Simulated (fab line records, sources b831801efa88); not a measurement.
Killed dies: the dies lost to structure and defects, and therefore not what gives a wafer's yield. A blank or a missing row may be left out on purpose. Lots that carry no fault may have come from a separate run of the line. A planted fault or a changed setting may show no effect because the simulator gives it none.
Struck lot and sound lot, side by side ; flow sky130 ; 14 out of 708 route steps
Sound: the wafers L739.2, L739.3, L739.5. The struck wafers were L748.1, L748.3, L748.5. The cause comes at the end.
Per side, at each step with rows, come the tool, then ch with its chambers, and then its first start. Under that, the readings that differ: sound wafers ; struck wafers ; difference of the means ; sigmas: that difference in standard deviations of wafers without a fault.
alike: readings with means less than 2 such deviations apart, plus words and numbers identical on both sides. not compared: withheld readings, readings lacking a value on some wafer, bounds such as >300 that could conceal the same value, and numbers that have no deviation in the record and whose values overlap.
The two part at a step that has a row with sigmas, a row that says differs or no value, or rows on one side only. Non-overlapping numbers with no deviation appear without sigmas and do not part them. A reading that every wafer of one side lacks parts them only if that side has two wafers or more.

SKY_VIA2_ETCH_15: etches SiO2 in C4F8/O2/Ar, stops on TiN, target depth 546 nm, time 84 s.
  sound on rie_diel-03 ch 2,3, day 39 03:59; struck on rie_diel-02 ch 1,3, day 42 00:20
  alike: oes_product_au
  not compared: rf_hours_counter_h
SKY_VIA2_STRIP_16: strips in O2/N2.
  sound on plasma_asher-02 ch 0,1, day 39 04:03; struck on plasma_asher-03 ch 0,1, day 42 00:24
  alike: drypump_motor_current_A, oes_product_au, strip_time_to_endpoint_s
  not compared: rf_hours_counter_h
then, 3 steps without rows for these wafers: SKY_VIA2_STRIP_17 (strips in post etch residue remover, time 1200 s); SKY_VIA2_CLEAN_18 (cleans in IPA, time 180 s); SKY_VIA2_CLEAN_19 (cleans in O3/DIW).
SKY_VIA2_SPUTTER_20: material TiN, target thk 20 nm, time 80 s.
  sound on pvd_sputter-01 at day 39 04:41; struck on pvd_sputter-04 at day 42 01:02
reading;sound;struck;difference;sigmas
throttle_valve_pct (%);28.5 28.3 28.7;31.0 30.6 29.4;+1.8;+2
  alike: cathode_dc_power_W, chamber_pressure_pa
then, 1 step without rows for these wafers: SKY_VIA2_CVD_21 (deposits W, target thk 420 nm, time 126.4 s).
SKY_VIA2_RS_MEAS_22: the measuring method here is four-point-probe.
  sound on film_metro-01 at day 39 04:54; struck on film_metro-02 at day 42 01:14
  alike: VIA2_W_RS
SKY_VIA2_THK_MEAS_23: measures by xrf.
  sound on film_metro-01 at day 39 05:01; struck on film_metro-02 at day 42 01:21
  alike: VIA2_W_THK
then, 1 step without rows for these wafers: SKY_VIA2_CMP_24 (polishes, stops on SiO2, t overpolish 20 s, target thk 0 nm).
SKY_METAL3_SPUTTER_00: material Ti, target thk 15 nm, time 10 s.
  sound on pvd_sputter-04 at day 39 05:22; struck on pvd_sputter-02 at day 42 01:43
  alike: cathode_dc_power_W, chamber_pressure_pa, throttle_valve_pct
then, 1 step without rows for these wafers: SKY_METAL3_SPUTTER_01 (material TiN, target thk 20 nm, time 16.7 s).
SKY_METAL3_SPUTTER_02: material AlCu, target thk 735 nm, time 39.1 s.
  sound on pvd_sputter-04 at day 39 05:25; struck on pvd_sputter-02 at day 42 01:46
  no value came back on the struck wafers for cathode_dc_power_W (W), chamber_pressure_pa (Pa), throttle_valve_pct (%); on the sound wafers cathode_dc_power_W (W) reads 10601 10598 10598
SKY_METAL3_SPUTTER_03: material Ti, target thk 5 nm, time 3.3 s.
  sound on pvd_sputter-04 at day 39 05:27; struck on pvd_sputter-02 at day 42 01:48
  alike: cathode_dc_power_W, chamber_pressure_pa, throttle_valve_pct

WHERE THEY PART
At SKY_VIA2_SPUTTER_20 first; at SKY_METAL3_SPUTTER_02 last (within this record only). Later steps at which nothing parts them and some readings are alike: SKY_METAL3_SPUTTER_03.

WHY: whatever the simulator had introduced
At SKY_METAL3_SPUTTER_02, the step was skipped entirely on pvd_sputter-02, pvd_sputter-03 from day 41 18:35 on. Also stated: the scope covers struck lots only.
